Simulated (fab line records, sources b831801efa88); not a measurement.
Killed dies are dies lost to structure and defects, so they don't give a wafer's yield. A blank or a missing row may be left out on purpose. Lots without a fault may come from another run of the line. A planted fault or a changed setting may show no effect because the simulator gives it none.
fab line records | flow sky130
record lots=5 wafers=15 last_day=50
route steps=708 shown PWDE@53 NWELL@56 VT_ADJUST_HVTP@85
lots that met no fault: from a run of the same line without faults
start_h: hours from the record's first day to the start of the lot's first wafer shown | wait_h: hours since the lot's step before | " the same as in the row above | L1.1+2: a row that stands for several wafers | - no value, or no start given | * or withheld: withheld | < > ~ a bound
route shown NAME@n: a module of which the file shows steps, and the number in the route of the first | usual: mean/standard deviation of fault-free wafers | same: alike in all rows | chamber/n: place in a boat | sites: the reading at each site | _std_site: their standard deviation | _edge_site: outer sites' mean less inner sites' | radius_mm: how far each site lies from the wafer's centre | mask NAME#n: copy n | behind: the tool/chamber that last shaped the wafer | hold: why the lot was held/for how many hours/how that ended | device: the transistor (n, p or np) that didn't switch | end of line: the same wafers' tests at the end of the route | a step without rows: its recipe alone | killed: dies lost to structure and defects at the first sort, not the wafer's yield | map: a wafer's dies, x killed, . not, _ none there
set.NAME: the setting as run; set.NAME@STEP: as run at that earlier step | model.NAME: the simulator's own value behind a step, which no gauge read
lots at some steps of the route; a table a step, a row a wafer
services: from which hour (start_h, from the record's first day; less than 0 if before it) a tool's chamber was out of use, for how many hours, and why
## steps
# step SKY_PWDE_IMPLANT_08
# recipe species=B energy_kev=152.6 dose_cm2=3.6e+12 tilt_deg=withheld
# same implant_ion_amu=11
# columns lot.wafer tool chamber start_h wait_h
L074.4+5+6 implanter-03 0 73.67 0.1
L079.3+4+6 implanter-02 0 98.79 0.1
L091.3+5+6 implanter-03 0 171.99 0.1
L093.2+3+4 implanter-03 0 176.91 0.0
L095.3+5+6 implanter-01 0 195.95 0.1
# step SKY_PWDE_STRIP_09
# recipe chemistry=O2/N2 power_w=1400 pressure_mtorr=1500 platen_temp_c=withheld o2_flow_sccm=3000 n2_flow_sccm=300 overash_fraction=0.5
# usual chamber_pressure_mTorr=1500.1/1.4 drypump_motor_current_A=6.0/0.36 o2_flow_sccm=3001/10 oes_product_au=0.723/0.0044 strip_time_to_endpoint_s=36.92/0.1
# columns lot.wafer tool chamber start_h wait_h chamber_pressure_mTorr drypump_motor_current_A o2_flow_sccm oes_product_au rf_hours_counter_h strip_time_to_endpoint_s
L074.4 plasma_asher-04 0 73.78 0.1 1502.0 6.1 2992 0.719 - 36.87
L074.5 " 0 " " 1498.7 6.1 3002 0.723 - 36.99
L074.6 " 1 " " 1498.6 6.2 3000 0.727 - 36.96
L079.3 plasma_asher-01 1 98.93 0.1 1500.0 5.9 3002 0.727 - 36.93
L079.4 " 0 " " 1499.7 6.2 3001 0.722 - 37.09
L079.6 " 0 " " 1500.6 6.2 3001 0.727 - 37.09
L091.3 plasma_asher-01 0 172.13 0.1 1499.4 6.2 2983 0.717 - 36.76
L091.5 " 0 " " 1496.8 6.2 2996 0.725 - 36.82
L091.6 " 1 " " 1498.5 5.9 3005 0.726 - 36.84
L093.2 plasma_asher-02 0 177.04 0.1 1500.0 6.3 2993 0.716 6 36.86
L093.3 " 0 " " 1499.4 6.3 2990 0.728 - 36.83
L093.4 " 1 " " 1501.1 5.2 3020 0.728 - 36.73
L095.3 plasma_asher-04 0 196.08 0.1 1499.6 6.1 2990 0.723 - 36.90
L095.5 " 0 " " 1502.0 6.1 2993 0.709 - 36.99
L095.6 " 1 " " 1499.4 6.2 3010 0.724 - 36.93
# step SKY_PWDE_TW_MEAS_10
# usual PWDE_TW=374.9/1.6
# columns lot.wafer tool chamber start_h wait_h PWDE_TW
L074.4 film_metro-03 - 73.87 0.1 371.1
L074.5 " - " " 373.8
L074.6 " - " " 374.5
L079.3 film_metro-02 - 99.01 0.1 373.4
L079.4 " - " " 372.6
L079.6 " - " " 371.6
L091.3 film_metro-03 - 172.21 0.1 372.8
L091.5 " - " " 372.9
L091.6 " - " " 373.4
L093.2 film_metro-01 - 177.15 0.1 374.2
L093.3 " - " " 374.4
L093.4 " - " " 376.1
L095.3 film_metro-03 - 196.17 0.1 373.4
L095.5 " - " " 375.7
L095.6 " - " " 375.5
# step SKY_NWELL_DEHYDRATE_03
# recipe temp_c=200 time_s=60
# columns lot.wafer tool chamber start_h wait_h
L074.4+5+6 litho_track-03 0 81.49 7.6
L079.3+4+6 litho_track-03 0 106.86 7.8
L091.3+5+6 litho_track-01 0 181.90 9.7
L093.2+3+4 litho_track-01 0 186.83 9.7
L095.3+5+6 litho_track-03 0 207.01 10.8
# step SKY_NWELL_HMDS_04
# recipe prime_time_s=60 prime_temp_c=120
# columns lot.wafer tool chamber start_h wait_h
L074.4+5+6 litho_track-03 0 81.64 0.1
L079.3+4+6 litho_track-03 0 107.01 0.1
L091.3+5+6 litho_track-01 0 182.05 0.1
L093.2+3+4 litho_track-01 0 186.98 0.1
L095.3+5+6 litho_track-03 0 207.16 0.1
# step SKY_NWELL_COAT_05
# recipe spin_rpm=2000 resist_thk_nm=3000
# usual spin_speed_rpm=2000.1/1.2
# columns lot.wafer tool chamber start_h wait_h spin_speed_rpm
L074.4 litho_track-03 0 81.79 0.1 1999.4
L074.5 " 0 " " 1999.2
L074.6 " 0 " " 2002.7
L079.3 litho_track-03 0 107.16 0.1 1999.4
L079.4 " 0 " " 2001.3
L079.6 " 0 " " 1998.9
L091.3 litho_track-01 0 182.20 0.1 1999.2
L091.5 " 0 " " 1998.7
L091.6 " 0 " " 1999.6
L093.2 litho_track-01 0 187.13 0.1 1999.6
L093.3 " 0 " " 2000.7
L093.4 " 0 " " 1999.8
L095.3 litho_track-03 0 207.31 0.1 2000.1
L095.5 " 0 " " 1999.6
L095.6 " 0 " " 2000.2
# step SKY_NWELL_SOFTBAKE_06
# recipe temp_c=110 time_s=withheld
# columns lot.wafer tool chamber start_h wait_h
L074.4+5+6 litho_track-03 0 81.96 0.1
L079.3+4+6 litho_track-03 0 107.33 0.1
L091.3+5+6 litho_track-01 0 182.37 0.1
L093.2+3+4 litho_track-01 0 187.29 0.1
L095.3+5+6 litho_track-03 0 207.48 0.1
# step SKY_NWELL_EXPOSE_07
# recipe mask_id=NWM na=0.6 source_shape=conventional sigma_outer=0.6 polarization=unpolarized target_cd_nm=840 dose_mj=255
# columns lot.wafer tool chamber start_h wait_h mask
L074.4+5+6 iline_stepper-01 0 - - NWM#0
L079.3+4+6 iline_stepper-01 0 - - NWM#0
L091.3+5+6 iline_stepper-01 0 - - NWM#0
L093.2+3+4 iline_stepper-02 0 - - NWM#0
L095.3+5+6 iline_stepper-02 0 - - NWM#0
# step SKY_NWELL_PEB_08
# recipe temp_c=115 time_s=withheld
# columns lot.wafer tool chamber start_h wait_h
L074.4+5+6 litho_track-02 0 - -
L079.3+4+6 litho_track-02 0 - -
L091.3+5+6 litho_track-03 0 - -
L093.2+3+4 litho_track-01 0 - -
L095.3+5+6 litho_track-03 0 - -
# step SKY_NWELL_DEVELOP_09
# recipe wall_angle_deg=90 developer=TMAH develop_time_s=60 dev_temp_c=23
# usual developer_temp_C=23.01/0.11
# columns lot.wafer tool chamber start_h wait_h developer_temp_C
L074.4 litho_track-02 0 - - 22.89
L074.5 " 0 " " 22.94
L074.6 " 0 " " 22.99
L079.3 litho_track-02 0 - - 23.00
L079.4 " 0 " " 22.96
L079.6 " 0 " " 23.03
L091.3 litho_track-03 0 - - 23.00
L091.5 " 0 " " 22.93
L091.6 " 0 " " 22.94
L093.2 litho_track-01 0 - - 22.99
L093.3 " 0 " " 22.97
L093.4 " 0 " " 23.04
L095.3 litho_track-03 0 - - 23.05
L095.5 " 0 " " 23.16
L095.6 " 0 " " 23.12
# step SKY_NWELL_OVL_MEAS_10
# usual NWELL_00_OVL=0.4/1.6
# columns lot.wafer tool chamber start_h wait_h NWELL_00_OVL[nm]
L074.4 overlay-02 - 90.66 - 0.6
L074.5 " - " " 0.3
L074.6 " - " " 1.6
L079.3 overlay-01 - 117.66 - -1.8
L079.4 " - " " -0.3
L079.6 " - " " 0.5
L091.3 overlay-01 - 193.92 - -2.4
L091.5 " - " " -1.1
L091.6 " - " " 0.3
L093.2 overlay-01 - 198.01 - 0.7
L093.3 " - " " 1.0
L093.4 " - " " -0.3
L095.3 overlay-02 - 217.87 - -0.5
L095.5 " - " " -2.2
L095.6 " - " " 0.1
# step SKY_NWELL_IMPLANT_11
# recipe species=P energy_kev=400 dose_cm2=1.9e+13 tilt_deg=withheld
# same implant_ion_amu=31
# columns lot.wafer tool chamber start_h wait_h
L074.4+5+6 implanter-01 0 90.76 0.1
L079.3+4+6 implanter-01 0 117.73 0.1
L091.3+5+6 implanter-02 0 194.00 0.1
L093.2+3+4 implanter-02 0 198.06 0.0
L095.3+5+6 implanter-02 0 217.95 0.1
# step SKY_NWELL_IMPLANT_12
# recipe species=P energy_kev=120 dose_cm2=1.3e+12 tilt_deg=withheld
# same implant_ion_amu=31
# columns lot.wafer tool chamber start_h wait_h
L074.4+5+6 implanter-01 0 90.91 0.1
L079.3+4+6 implanter-01 0 117.88 0.1
L091.3+5+6 implanter-02 0 194.15 0.1
L093.2+3+4 implanter-02 0 198.21 0.1
L095.3+5+6 implanter-02 0 218.10 0.1
# step SKY_NWELL_IMPLANT_13
# recipe species=P energy_kev=50 dose_cm2=7e+11 tilt_deg=withheld
# same implant_ion_amu=31
# columns lot.wafer tool chamber start_h wait_h
L074.4+5+6 implanter-01 0 91.06 0.1
L079.3+4+6 implanter-01 0 118.03 0.1
L091.3+5+6 implanter-02 0 194.30 0.1
L093.2+3+4 implanter-02 0 198.36 0.1
L095.3+5+6 implanter-02 0 218.25 0.1
# step SKY_NWELL_STRIP_14
# recipe chemistry=O2/N2 power_w=1400 pressure_mtorr=1500 platen_temp_c=withheld o2_flow_sccm=3000 n2_flow_sccm=300 overash_fraction=0.5
# usual chamber_pressure_mTorr=1500.1/1.4 drypump_motor_current_A=6.11/0.21 o2_flow_sccm=2999/8.3 oes_product_au=0.723/0.0042 strip_time_to_endpoint_s=36.97/0.11
# columns lot.wafer tool chamber start_h wait_h chamber_pressure_mTorr drypump_motor_current_A o2_flow_sccm oes_product_au rf_hours_counter_h strip_time_to_endpoint_s
L074.4 plasma_asher-04 1 91.16 0.1 1497.7 6.23 3009 0.719 - 37.09
L074.5 " 1 " " 1498.4 6.24 3004 0.726 - 36.92
L074.6 " 0 " " 1500.1 6.09 2995 0.728 - 36.92
L079.3 plasma_asher-01 0 118.16 0.1 1499.1 6.15 2982 0.722 - 37.05
L079.4 " 1 " " 1502.0 5.89 2990 0.731 - 37.15
L079.6 " 0 " " 1496.5 6.16 2988 0.718 - 37.15
L091.3 plasma_asher-01 0 194.43 0.1 1497.8 6.17 2989 0.715 - 36.97
L091.5 " 0 " " 1498.7 6.17 2983 0.719 - 37.02
L091.6 " 1 " " 1500.0 5.88 2989 0.719 - 37.01
L093.2 plasma_asher-03 1 198.49 0.1 1500.9 6.48 3011 0.727 49 36.93
L093.3 " 1 " " 1498.6 6.48 3003 0.720 - 36.86
L093.4 " 0 " " 1500.1 5.82 3002 0.731 - 36.94
L095.3 plasma_asher-03 0 218.38 0.1 1500.7 5.79 3005 0.725 - 36.96
L095.5 " 0 " " 1500.2 5.79 2999 0.721 - 36.90
L095.6 " 1 " " 1496.4 6.53 2996 0.722 - 37.01
# step SKY_NWELL_TW_MEAS_15
# usual NWELL_TW=1821/7.9
# columns lot.wafer tool chamber start_h wait_h NWELL_TW
L074.4 film_metro-03 - 91.26 0.1 1809
L074.5 " - " " 1811
L074.6 " - " " 1823
L079.3 film_metro-03 - 118.25 0.1 1825
L079.4 " - " " 1821
L079.6 " - " " 1841
L091.3 film_metro-01 - 194.52 0.1 1817
L091.5 " - " " 1828
L091.6 " - " " 1832
L093.2 film_metro-03 - 198.60 0.1 1811
L093.3 " - " " 1816
L093.4 " - " " 1817
L095.3 film_metro-03 - 218.47 0.1 1828
L095.5 " - " " 1826
L095.6 " - " " 1833
# step SKY_NWELL_DEHYDRATE_16
# recipe temp_c=200 time_s=60
# columns lot.wafer tool chamber start_h wait_h
L074.4+5+6 litho_track-01 0 99.33 8.1
L079.3+4+6 litho_track-03 0 126.11 7.9
L091.3+5+6 litho_track-03 0 204.56 10.0
L093.2+3+4 litho_track-03 0 208.93 10.3
L095.3+5+6 litho_track-03 0 228.81 10.3
# step SKY_NWELL_HMDS_17
# recipe prime_time_s=60 prime_temp_c=120
# columns lot.wafer tool chamber start_h wait_h
L074.4+5+6 litho_track-01 0 99.48 0.1
L079.3+4+6 litho_track-03 0 126.26 0.1
L091.3+5+6 litho_track-03 0 204.71 0.1
L093.2+3+4 litho_track-03 0 209.08 0.1
L095.3+5+6 litho_track-03 0 228.96 0.1
# step SKY_NWELL_COAT_18
# recipe spin_rpm=2000 resist_thk_nm=3000
# usual spin_speed_rpm=2000.2/1.3
# columns lot.wafer tool chamber start_h wait_h spin_speed_rpm
L074.4 litho_track-01 0 99.63 0.1 1999.6
L074.5 " 0 " " 2001.8
L074.6 " 0 " " 2002.0
L079.3 litho_track-03 0 126.41 0.1 2000.9
L079.4 " 0 " " 2001.1
L079.6 " 0 " " 1999.6
L091.3 litho_track-03 0 204.86 0.1 1999.4
L091.5 " 0 " " 2000.6
L091.6 " 0 " " 1998.9
L093.2 litho_track-03 0 209.23 0.1 1998.7
L093.3 " 0 " " 2001.7
L093.4 " 0 " " 2000.3
L095.3 litho_track-03 0 229.11 0.1 1999.4
L095.5 " 0 " " 2001.2
L095.6 " 0 " " 2001.1
# step SKY_NWELL_SOFTBAKE_19
# recipe temp_c=110 time_s=withheld
# columns lot.wafer tool chamber start_h wait_h
L074.4+5+6 litho_track-01 0 99.80 0.1
L079.3+4+6 litho_track-03 0 126.58 0.1
L091.3+5+6 litho_track-03 0 205.03 0.1
L093.2+3+4 litho_track-03 0 209.39 0.1
L095.3+5+6 litho_track-03 0 229.28 0.1
# step SKY_NWELL_EXPOSE_20
# recipe mask_id=NWM_COMPLEMENT na=0.6 source_shape=conventional sigma_outer=0.6 polarization=unpolarized target_cd_nm=840 dose_mj=260
# columns lot.wafer tool chamber start_h wait_h mask
L074.4+5+6 iline_stepper-02 0 - - NWM_COMPLEMENT#0
L079.3+4+6 iline_stepper-01 0 - - NWM_COMPLEMENT#0
L091.3+5+6 iline_stepper-02 0 - - NWM_COMPLEMENT#0
L093.2+3+4 iline_stepper-02 0 - - NWM_COMPLEMENT#0
L095.3+5+6 iline_stepper-02 0 - - NWM_COMPLEMENT#0
# step SKY_NWELL_PEB_21
# recipe temp_c=115 time_s=withheld
# columns lot.wafer tool chamber start_h wait_h
L074.4+5+6 litho_track-03 0 - -
L079.3+4+6 litho_track-03 0 - -
L091.3+5+6 litho_track-03 0 - -
L093.2+3+4 litho_track-02 0 - -
L095.3+5+6 litho_track-02 0 - -
# step SKY_NWELL_DEVELOP_22
# recipe wall_angle_deg=90 developer=TMAH develop_time_s=60 dev_temp_c=23
# usual developer_temp_C=23.00/0.12
# columns lot.wafer tool chamber start_h wait_h developer_temp_C
L074.4 litho_track-03 0 - - 23.02
L074.5 " 0 " " 22.98
L074.6 " 0 " " 22.96
L079.3 litho_track-03 0 - - 23.02
L079.4 " 0 " " 22.89
L079.6 " 0 " " 22.96
L091.3 litho_track-03 0 - - 22.92
L091.5 " 0 " " 22.95
L091.6 " 0 " " 23.03
L093.2 litho_track-02 0 - - 23.12
L093.3 " 0 " " 23.12
L093.4 " 0 " " 22.94
L095.3 litho_track-02 0 - - 22.84
L095.5 " 0 " " 23.00
L095.6 " 0 " " 22.90
# step SKY_NWELL_OVL_MEAS_23
# usual NWELL_01_OVL=0.8/1.4
# columns lot.wafer tool chamber start_h wait_h NWELL_01_OVL[nm]
L074.4 overlay-02 - 109.23 - 2.0
L074.5 " - " " 1.8
L074.6 " - " " 2.2
L079.3 overlay-02 - 135.82 - 2.7
L079.4 " - " " 2.0
L079.6 " - " " 2.0
L091.3 overlay-02 - 215.67 - 1.0
L091.5 " - " " 1.9
L091.6 " - " " 0.2
L093.2 overlay-02 - 219.75 - 3.2
L093.3 " - " " 1.6
L093.4 " - " " 2.2
L095.3 overlay-02 - 240.66 - 0.8
L095.5 " - " " 1.0
L095.6 " - " " -0.1
# step SKY_NWELL_IMPLANT_24
# recipe species=B energy_kev=137.8 dose_cm2=9.2e+12 tilt_deg=withheld
# same implant_ion_amu=11
# columns lot.wafer tool chamber start_h wait_h
L074.4+5+6 implanter-04 0 109.32 0.1
L079.3+4+6 implanter-02 0 135.90 0.1
L091.3+5+6 implanter-04 0 215.75 0.1
L093.2+3+4 implanter-02 0 219.80 0.0
L095.3+5+6 implanter-02 0 240.73 0.1
# step SKY_NWELL_STRIP_25
# recipe chemistry=O2/N2 power_w=1400 pressure_mtorr=1500 platen_temp_c=withheld o2_flow_sccm=3000 n2_flow_sccm=300 overash_fraction=0.5
# usual chamber_pressure_mTorr=1499.9/1.3 drypump_motor_current_A=6.12/0.26 o2_flow_sccm=3001/9.2 oes_product_au=0.722/0.004 strip_time_to_endpoint_s=36.95/0.091
# columns lot.wafer tool chamber start_h wait_h chamber_pressure_mTorr drypump_motor_current_A o2_flow_sccm oes_product_au rf_hours_counter_h strip_time_to_endpoint_s
L074.4 plasma_asher-03 1 109.43 0.1 1497.9 6.48 3004 0.720 - 36.76
L074.5 " 0 " " 1500.8 5.79 2989 0.716 - 36.89
L074.6 " 1 " " 1500.0 6.48 2992 0.722 - 36.79
L079.3 plasma_asher-01 1 136.03 0.1 1497.9 5.91 2989 0.726 - 36.87
L079.4 " 0 " " 1499.8 6.17 3006 0.722 - 37.07
L079.6 " 1 " " 1500.1 5.92 3007 0.717 - 36.97
L091.3 plasma_asher-04 0 215.88 0.1 1499.9 6.05 2993 0.720 - 37.06
L091.5 " 0 " " 1499.4 6.05 2996 0.716 - 37.14
L091.6 " 1 " " 1500.6 6.22 2991 0.714 - 37.01
L093.2 plasma_asher-03 1 219.93 0.1 1499.6 6.54 2993 0.727 52 37.09
L093.3 " 0 " " 1498.0 5.80 3007 0.722 - 36.96
L093.4 " 1 " " 1499.3 6.56 3009 0.725 - 37.00
L095.3 plasma_asher-01 1 240.86 0.1 1499.2 5.93 3005 0.716 - 36.86
L095.5 " 0 " " 1498.8 6.15 3013 0.717 - 36.88
L095.6 " 1 " " 1500.6 5.90 3005 0.720 - 37.10
# step SKY_NWELL_TW_MEAS_26
# usual NWELL_2_TW=497.1/2.2
# columns lot.wafer tool chamber start_h wait_h NWELL_2_TW
L074.4 film_metro-01 - 109.53 0.1 500.3
L074.5 " - " " 497.8
L074.6 " - " " 498.5
L079.3 film_metro-01 - 136.12 0.1 498.4
L079.4 " - " " 499.2
L079.6 " - " " 501.0
L091.3 film_metro-02 - 215.97 0.1 495.0
L091.5 " - " " 496.4
L091.6 " - " " 498.6
L093.2 film_metro-02 - 220.04 0.1 499.0
L093.3 " - " " 500.3
L093.4 " - " " 498.0
L095.3 film_metro-01 - 240.95 0.1 500.0
L095.5 " - " " 496.8
L095.6 " - " " 499.9
# step SKY_NWELL_CLEAN_27
# recipe chemistry=SC1/SC2 mix=1:4:20 temp_c=70 time_s=150 dry=n2_spin
# columns lot.wafer tool chamber start_h wait_h
L074.4+5+6 wet_bench-04 0 109.56 0.0
L079.3+4+6 wet_bench-01 1 136.16 0.0
L091.3+5+6 wet_bench-01 2 216.01 0.0
L093.2+3+4 wet_bench-01 0 220.09 0.0
L095.3+5+6 wet_bench-02 0 240.99 0.0
# step SKY_NWELL_RTA_28
# recipe temp_c=1050 time_s=30 idle_temp_c=650 ramp_up_c_per_s=150 ramp_down_c_per_s=90 ambient=N2
# usual lamp_power_pct=25.30/0.055 wafer_temp_C_max=1054.8/1
# columns lot.wafer tool chamber start_h wait_h lamp_power_pct wafer_temp_C_max
L074.4 rtp_anneal-01 0 109.66 0.1 25.29 1055.4
L074.5 " 0 " " 25.27 1055.6
L074.6 " 0 " " 25.35 1053.4
L079.3 rtp_anneal-01 0 136.24 0.0 25.30 1053.6
L079.4 " 0 " " 25.33 1055.3
L079.6 " 0 " " 25.25 1056.8
L091.3 rtp_anneal-02 0 216.09 0.0 25.27 1055.9
L091.5 " 0 " " 25.27 1056.1
L091.6 " 0 " " 25.31 1055.1
L093.2 rtp_anneal-01 0 220.16 0.0 25.31 1055.6
L093.3 " 0 " " 25.39 1053.3
L093.4 " 0 " " 25.25 1055.1
L095.3 rtp_anneal-01 0 241.08 0.0 25.42 1055.4
L095.5 " 0 " " 25.34 1055.6
L095.6 " 0 " " 25.36 1053.8
# step SKY_NWELL_RS_MEAS_29
# recipe thk_meas_gauge=four-point-probe
# usual NWELL_RS=624.8/1.5
# columns lot.wafer tool chamber start_h wait_h NWELL_RS[ohm/sq]
L074.4 film_metro-02 - 109.77 0.1 625.4
L074.5 " - " " 625.4
L074.6 " - " " 625.3
L079.3 film_metro-02 - 136.35 0.1 623.5
L079.4 " - " " 620.5
L079.6 " - " " 622.5
L091.3 film_metro-02 - 216.20 0.1 623.5
L091.5 " - " " 624.4
L091.6 " - " " 623.7
L093.2 film_metro-03 - 220.26 0.1 627.9
L093.3 " - " " 627.4
L093.4 " - " " 627.2
L095.3 film_metro-02 - 241.18 0.1 623.5
L095.5 " - " " 625.2
L095.6 " - " " 625.1
# step SKY_NWELL_RS_MEAS_31
# recipe thk_meas_gauge=four-point-probe
# usual PWDE_RS=5266/16
# columns lot.wafer tool chamber start_h wait_h PWDE_RS[ohm/sq]
L074.4 film_metro-02 - 110.01 0.1 5266
L074.5 " - " " 5270
L074.6 " - " " 5265
L079.3 film_metro-02 - 136.59 0.1 5296
L079.4 " - " " 5275
L079.6 " - " " 5300
L091.3 film_metro-02 - 216.44 0.1 5269
L091.5 " - " " 5281
L091.6 " - " " 5276
L093.2 film_metro-03 - 220.50 0.1 5288
L093.3 " - " " 5286
L093.4 " - " " 5285
L095.3 film_metro-02 - 241.42 0.1 5239
L095.5 " - " " 5259
L095.6 " - " " 5257
# step SKY_VT_ADJUST_HVTP_DEHYDRATE_00
# recipe temp_c=200 time_s=60
# columns lot.wafer tool chamber start_h wait_h
L074.4+5+6 litho_track-02 0 119.02 9.0
L079.3+4+6 litho_track-04 0 145.56 8.9
L091.3+5+6 litho_track-04 0 226.36 9.9
L093.2+3+4 litho_track-04 0 231.03 10.5
L095.3+5+6 litho_track-04 0 252.41 11.0
# step SKY_VT_ADJUST_HVTP_HMDS_01
# recipe prime_time_s=60 prime_temp_c=120
# columns lot.wafer tool chamber start_h wait_h
L074.4+5+6 litho_track-02 0 119.17 0.1
L079.3+4+6 litho_track-04 0 145.71 0.1
L091.3+5+6 litho_track-04 0 226.51 0.1
L093.2+3+4 litho_track-04 0 231.18 0.1
L095.3+5+6 litho_track-04 0 252.56 0.1
# step SKY_VT_ADJUST_HVTP_COAT_02
# recipe resist=NOVOLAK spin_rpm=3000 resist_thk_nm=1140
# usual spin_speed_rpm=2999.9/2
# columns lot.wafer tool chamber start_h wait_h spin_speed_rpm
L074.4 litho_track-02 0 119.32 0.1 2997.7
L074.5 " 0 " " 2999.7
L074.6 " 0 " " 2995.6
L079.3 litho_track-04 0 145.86 0.1 3001.3
L079.4 " 0 " " 3000.9
L079.6 " 0 " " 3001.7
L091.3 litho_track-04 0 226.66 0.1 2999.9
L091.5 " 0 " " 3000.1
L091.6 " 0 " " 2997.3
L093.2 litho_track-04 0 231.33 0.1 2999.6
L093.3 " 0 " " 2999.2
L093.4 " 0 " " 2997.6
L095.3 litho_track-04 0 252.71 0.1 3000.2
L095.5 " 0 " " 2995.5
L095.6 " 0 " " 2999.6
# step SKY_VT_ADJUST_HVTP_SOFTBAKE_03
# recipe temp_c=90 time_s=60 resist=NOVOLAK
# columns lot.wafer tool chamber start_h wait_h
L074.4+5+6 litho_track-02 0 119.47 0.1
L079.3+4+6 litho_track-04 0 146.01 0.1
L091.3+5+6 litho_track-04 0 226.81 0.1
L093.2+3+4 litho_track-04 0 231.48 0.1
L095.3+5+6 litho_track-04 0 252.86 0.1
# step SKY_VT_ADJUST_HVTP_EXPOSE_04
# recipe mask_id=HVTPM na=0.6 source_shape=conventional sigma_outer=0.6 polarization=unpolarized target_cd_nm=380 dose_mj=140
# columns lot.wafer tool chamber start_h wait_h mask
L074.4+5+6 iline_stepper-02 0 - - HVTPM#0
L079.3+4+6 iline_stepper-02 0 - - HVTPM#0
L091.3+5+6 iline_stepper-02 0 - - HVTPM#0
L093.2+3+4 iline_stepper-02 0 - - HVTPM#0
L095.3+5+6 iline_stepper-01 0 - - HVTPM#0
# step SKY_VT_ADJUST_HVTP_PEB_05
# recipe temp_c=withheld time_s=* resist=NOVOLAK
# columns lot.wafer tool chamber start_h wait_h
L074.4+5+6 litho_track-04 0 - -
L079.3+4+6 litho_track-01 0 - -
L091.3+5+6 litho_track-04 0 - -
L093.2+3+4 litho_track-02 0 - -
L095.3+5+6 litho_track-02 0 - -
# step SKY_VT_ADJUST_HVTP_DEVELOP_06
# recipe resist=NOVOLAK developer=TMAH develop_time_s=60 dev_temp_c=23
# usual developer_temp_C=23.01/0.12
# columns lot.wafer tool chamber start_h wait_h developer_temp_C
L074.4 litho_track-04 0 127.98 0.1 23.14
L074.5 " 0 " " 23.10
L074.6 " 0 " " 22.89
L079.3 litho_track-01 0 155.60 0.1 23.07
L079.4 " 0 " " 22.78
L079.6 " 0 " " 22.96
L091.3 litho_track-04 0 238.06 0.1 23.02
L091.5 " 0 " " 22.97
L091.6 " 0 " " 22.99
L093.2 litho_track-02 0 242.72 0.1 22.87
L093.3 " 0 " " 23.03
L093.4 " 0 " " 23.04
L095.3 litho_track-02 0 264.64 0.1 23.07
L095.5 " 0 " " 23.31
L095.6 " 0 " " 23.06
# step SKY_VT_ADJUST_HVTP_CD_MEAS_07
# recipe target_cd_nm=380
# usual cd_nm=380.1/2.2
# columns lot.wafer tool chamber start_h wait_h cd_nm
L074.4 cd_sem-01 - 128.12 0.1 377.2
L074.5 " - " " 380.7
L074.6 " - " " 380.7
L079.3 cd_sem-01 - 155.82 0.2 380.1
L079.4 " - " " 381.4
L079.6 " - " " 379.5
L091.3 cd_sem-01 - 238.20 0.1 382.4
L091.5 " - " " 383.0
L091.6 " - " " 379.1
L093.2 cd_sem-01 - 242.86 0.1 382.5
L093.3 " - " " 382.3
L093.4 " - " " 382.9
L095.3 cd_sem-02 - 264.78 0.1 378.7
L095.5 " - " " 378.2
L095.6 " - " " 382.2
# step SKY_VT_ADJUST_HVTP_OVL_MEAS_08
# usual VT_ADJUST_HVTP_OVL=1.2/1.7
# columns lot.wafer tool chamber start_h wait_h VT_ADJUST_HVTP_OVL[nm]
L074.4 overlay-01 - 128.19 0.1 -0.4
L074.5 " - " " -0.7
L074.6 " - " " 0.9
L079.3 overlay-02 - 155.91 0.1 1.3
L079.4 " - " " 1.2
L079.6 " - " " -1.3
L091.3 overlay-02 - 238.29 0.1 -0.2
L091.5 " - " " 0.3
L091.6 " - " " -0.4
L093.2 overlay-02 - 242.97 0.1 -0.7
L093.3 " - " " -0.3
L093.4 " - " " 2.5
L095.3 overlay-01 - 264.88 0.1 -0.2
L095.5 " - " " 0.8
L095.6 " - " " 0.2
# step SKY_VT_ADJUST_HVTP_IMPLANT_09
# recipe species=As energy_kev=150 dose_cm2=4.3e+12 tilt_deg=withheld
# same implant_ion_amu=75
# columns lot.wafer tool chamber start_h wait_h
L074.4+5+6 implanter-03 0 128.29 0.1
L079.3+4+6 implanter-04 0 155.99 0.1
L091.3+5+6 implanter-02 0 238.36 0.1
L093.2+3+4 implanter-04 0 243.02 0.0
L095.3+5+6 implanter-03 0 264.95 0.1
# step SKY_VT_ADJUST_HVTP_STRIP_10
# recipe chemistry=O2/N2 power_w=1400 pressure_mtorr=1500 platen_temp_c=withheld o2_flow_sccm=3000 n2_flow_sccm=300 overash_fraction=0.5
# usual chamber_pressure_mTorr=1499.9/1.3 drypump_motor_current_A=6.0/0.45 o2_flow_sccm=3000/7.3 oes_product_au=0.715/0.0043 strip_time_to_endpoint_s=14.18/0.042
# columns lot.wafer tool chamber start_h wait_h chamber_pressure_mTorr drypump_motor_current_A o2_flow_sccm oes_product_au rf_hours_counter_h strip_time_to_endpoint_s
L074.4 plasma_asher-02 0 128.40 0.1 1499.6 6.4 2998 0.716 - 14.16
L074.5 " 1 " " 1499.0 5.2 3006 0.712 - 14.19
L074.6 " 0 " " 1500.0 6.4 2990 0.710 - 14.18
L079.3 plasma_asher-01 1 156.12 0.1 1496.9 5.9 2993 0.718 - 14.16
L079.4 " 0 " " 1498.8 6.2 3015 0.720 - 14.23
L079.6 " 0 " " 1499.4 6.2 3009 0.714 - 14.16
L091.3 plasma_asher-01 1 238.49 0.1 1498.3 5.9 2993 0.714 - 14.17
L091.5 " 0 " " 1499.9 6.2 2993 0.721 - 14.12
L091.6 " 1 " " 1498.4 5.9 3008 0.715 - 14.13
L093.2 plasma_asher-03 1 243.15 0.1 1498.3 6.5 3002 0.712 54 14.22
L093.3 " 0 " " 1500.5 5.8 2992 0.710 - 14.21
L093.4 " 1 " " 1498.0 6.5 2999 0.715 - 14.17
L095.3 plasma_asher-01 1 265.08 0.1 1498.7 5.9 2995 0.712 - 14.22
L095.5 " 1 " " 1498.2 5.9 2995 0.702 - 14.27
L095.6 " 0 " " 1501.2 6.2 2992 0.714 - 14.20
## services
# columns tool chamber start_h hours kind
implanter-02 - 57.98 1.6 repair
implanter-03 - 76.25 47.6 repair
implanter-03 - 80.23 4.2 repair
implanter-02 - 81.81 1.2 repair
iline_stepper-02 - 87.75 1.7 pm
implanter-04 - 87.80 5.0 pm
implanter-04 - 93.00 0.6 repair
plasma_asher-02 - 108.81 9.0 pm
plasma_asher-03 - 115.15 15.6 pm
plasma_asher-02 - 117.81 2.8 pm
implanter-03 - 119.82 1.1 repair
implanter-04 - 128.00 1.4 repair
implanter-04 - 144.62 3.9 pm
implanter-01 - 178.25 2.7 pm
implanter-03 - 182.84 4.5 repair
rtp_anneal-01 - 195.73 4.4 pm
iline_stepper-01 - 201.15 1.7 pm
implanter-02 - 202.68 5.5 repair
implanter-02 - 212.25 2.0 pm
plasma_asher-01 - 214.11 14.6 pm
plasma_asher-03 - 236.66 2.8 pm
implanter-01 - 238.73 17.3 pm
implanter-02 - 241.13 4.7 repair
implanter-04 - 248.71 4.1 repair
## key
fault none
